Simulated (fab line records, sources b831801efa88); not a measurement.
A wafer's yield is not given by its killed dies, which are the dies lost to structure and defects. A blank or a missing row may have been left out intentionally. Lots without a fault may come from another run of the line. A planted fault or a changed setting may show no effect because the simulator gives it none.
Matching of chambers -- flow gf180mcu -- GF_V5_CMP_26 on cmp-01: 4 sister chambers
The step polishes, stops on SiO2, t overpolish 15 s, target thk 0 nm. 8 wafers are shown with their chamber, then 9 later ones without.

WAFERS WITH THEIR CHAMBER
wafer,chamber,time_to_endpoint_s (s),motor_current_A (A)
L459.2,3,81,9.0
L459.5,0,86,12.7
L460.2,2,92,11.0
L460.3,0,84,12.2
L460.4,1,73,11.9
L461.3,1,77,11.5
L461.5,2,91,11.3
L461.6,3,81,9.9

WAFERS WHOSE CHAMBER IS MISSING
wafer,time_to_endpoint_s (s),motor_current_A (A)
L462.3,84,12.1
L462.5,77,9.7
L462.6,85,11.9
L464.2,86,11.7
L464.4,88,11.0
L464.6,75,11.1
L465.2,93,11.0
L465.3,83,9.7
L465.6,88,11.1

WHICH CHAMBER EACH WENT THROUGH
wafer,from the rows above,in truth
L462.3,0,0
L462.5,3,3
L462.6,0,0
L464.2,can't be placed: 0 or 2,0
L464.4,can't be placed: 2 or 0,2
L464.6,1,1
L465.2,2,2
L465.3,3,3
L465.6,can't be placed: 2 or 0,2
6 of 9 placed correctly. Can't be placed from these rows: 3 (the true chamber is among the candidates in 3). Number placed wrongly: 0.
How it was worked out, from the rows above alone: a wafer's distance from a chamber is the root of the sum, over the readings, of the square of ((its reading less the chamber's mean) divided by the reading's scatter). If the next closest chamber is less than 2 further off than the closest, the wafer can't be placed; otherwise it belongs to the closest. Each chamber's mean is taken over the wafers shown for it. The scatter: take each reading less its chamber's mean, square it, sum over the shown wafers, divide by the number of wafers less the number of chambers, and take the root.
